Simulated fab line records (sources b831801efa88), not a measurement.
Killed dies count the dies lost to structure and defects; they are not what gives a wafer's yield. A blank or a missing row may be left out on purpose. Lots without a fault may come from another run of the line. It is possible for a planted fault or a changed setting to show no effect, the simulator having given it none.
Which tool is to blame? | flow sky130 | Sampling: 6 lots, 17 wafers, 2 of 708 route steps

== WHAT EACH GAUGE READ, for each wafer ==
SKY_VIA2_THK_MEAS_01.
lot  | measured     | on            | VIA2_HDPCVD_THK (nm)
L938 | day 35 15:35 | film_metro-01 | 1167 1163 1162
L941 | day 36 09:20 | film_metro-04 | 1157 1176 1182
L946 | day 38 00:34 | film_metro-04 | 1385 1391
L952 | day 40 00:23 | film_metro-04 | 1177 1183 1185
L956 | day 40 21:58 | film_metro-04 | 1175 1179 1190
L958 | day 41 14:35 | film_metro-04 | 1159 1168 1165

== WHAT TOOL EACH LOT RAN ON (gives the tool, then ch and the chambers of the sampled wafers, and finally the start) ==
lot  | SKY_VIA2_HDPCVD_00
L938 | hdpcvd-01 ch 1,2, day 35 15:28
L941 | hdpcvd-02 ch 0,1,2, day 36 09:13
L946 | hdpcvd-01 ch 0,2, day 38 00:28
L952 | hdpcvd-02 ch 0,1,2, day 40 00:17
L956 | hdpcvd-02 ch 0,1,2, day 40 21:50
L958 | hdpcvd-01 ch 1,2, day 41 14:27
- SKY_VIA2_HDPCVD_00: deposits SiO2, target thk 1180 nm, time 196.7 s.

== THE ANSWER, worked out from the rows above alone ==
Rule: the usual values come from the lots themselves. The widest of any qualifying gaps counts: lots, ordered by their means at a reading, are off when they make up no more than a third of the lots, leave a main group of 4 or more, and stand apart from it by 3 or more times the standard deviation of that group's means. Not used: any main group whose means are identical at the precision the tables above print for the reading. Also off: a lot with no number at a reading for which 4 or more lots have one. Where the step has rows for the other lots, those lots are counted as sound.
Off: at SKY_VIA2_THK_MEAS_01 (VIA2_HDPCVD_THK), L946. The main group: mean 1173 nm, standard deviation 7.8.
If a tool, at a process step before that reading, ran all the lots that are off and no sound lot after the first of them, it fits. Gauges at SKY_VIA2_THK_MEAS_01: tried the same way as those tools. No candidate that was tried fits.

== WHAT WAS PUT IN BY THE SIMULATOR ==
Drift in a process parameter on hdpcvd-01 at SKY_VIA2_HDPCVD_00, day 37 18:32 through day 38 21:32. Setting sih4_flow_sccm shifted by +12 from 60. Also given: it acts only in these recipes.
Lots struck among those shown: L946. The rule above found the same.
